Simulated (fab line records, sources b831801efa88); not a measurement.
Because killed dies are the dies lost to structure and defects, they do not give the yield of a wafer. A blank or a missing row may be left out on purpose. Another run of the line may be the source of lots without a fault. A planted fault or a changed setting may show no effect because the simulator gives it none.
Matching of chambers | flow gf180mcu | cmp-02 running GF_CONTACT_CMP_04: 4 sister chambers
The step polishes SiO2. 4 wafers are shown with their chamber, then 10 later ones without.

== WAFERS WITH THEIR CHAMBER ==
wafer  | chamber | motorCurrentA (A)
L318.4 | 2       | 9.0
L319.3 | 0       | 10.3
L322.4 | 1       | 9.7
L322.5 | 3       | 13.2

== WAFERS MISSING THEIR CHAMBER ==
wafer  | motorCurrentA (A)
L322.6 | 9.4
L323.1 | 12.3
L323.5 | 10.4
L323.6 | 9.4
L324.4 | 8.6
L324.5 | 12.4
L324.6 | 10.5
L326.2 | 12.6
L326.5 | 8.7
L326.6 | 12.5

== CHAMBER TAKEN BY EACH ==
wafer  | from the rows above          | in truth
L322.6 | can't be placed: 1 or 2 or 0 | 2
L323.1 | 3                            | 3
L323.5 | can't be placed: 0 or 1      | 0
L323.6 | can't be placed: 1 or 2 or 0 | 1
L324.4 | can't be placed: 2 or 1      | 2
L324.5 | 3                            | 3
L324.6 | can't be placed: 0 or 1      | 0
L326.2 | 3                            | 3
L326.5 | can't be placed: 2 or 1      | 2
L326.6 | 3                            | 3
Correctly placed: 4 of 10. These rows do not allow placing 6 (true chamber among the candidates in 6). 0 placed wrongly.
How it was worked out, from the rows above alone: a wafer's distance from a chamber is the root of the sum, over the readings, of the square of ((its reading less the chamber's mean) divided by the reading's scatter). If the next closest chamber is less than 2 further off than the closest, the wafer can't be placed; otherwise it belongs to the closest. A chamber's mean is the mean of its shown wafers. The scatter (one wafer shown for each chamber): square how far every hidden wafer sits from the nearest shown wafer, average those squares and take the square root.
